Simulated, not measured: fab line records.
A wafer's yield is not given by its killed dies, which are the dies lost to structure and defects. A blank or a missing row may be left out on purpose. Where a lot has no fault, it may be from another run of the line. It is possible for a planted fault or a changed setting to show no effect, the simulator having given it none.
What tool caused it? ; flow sky130 ; 7 lots (21 wafers sampled), 1 step of a 708-step route

== WHAT THE GAUGES READ, wafer by wafer ==
SKY_FIELD_ISO_THK_MEAS_23.
lot;measured;on;FIELD_ISO_OXIDATION_01_THK (nm)
L249;day 2 22:19;film metro-01;10.13 10.11 9.94
L251;day 3 09:48;film metro-02;9.50 9.67 9.58
L254;day 4 02:19;film metro-04;9.87 10.03 9.97
L256;day 4 10:55;film metro-01;10.11 10.22 10.35
L260;day 5 06:51;film metro-04;9.63 9.75 9.74
L265;day 6 11:04;film metro-01;9.74 9.81 9.71
L269;day 7 08:49;film metro-02;9.90 9.99 10.03

== WHICH TOOL RAN EACH LOT (tool, then ch and the chambers of the sampled wafers, then the start) ==
There is no process step in the record ahead of these readings.

== THE ANSWER, worked out from the rows above alone ==
Rule: usual is defined by the lots themselves. The widest of any qualifying gaps counts: lots, ordered by their means at a reading, are off when they make up no more than a third of the lots, leave a main group of 4 or more, and stand apart from it by 3 or more times the standard deviation of that group's means. A main group is skipped when, at the precision printed for the reading in the tables above, its means are all equal. A lot without any number at a reading at which 4 lots or more have one is off too. Where the step has rows for the other lots, those lots are counted as sound.
Across all readings shown, no lot is off: no conclusion can be drawn from this.

== WHAT HAD BEEN PUT IN BY THE SIMULATOR ==
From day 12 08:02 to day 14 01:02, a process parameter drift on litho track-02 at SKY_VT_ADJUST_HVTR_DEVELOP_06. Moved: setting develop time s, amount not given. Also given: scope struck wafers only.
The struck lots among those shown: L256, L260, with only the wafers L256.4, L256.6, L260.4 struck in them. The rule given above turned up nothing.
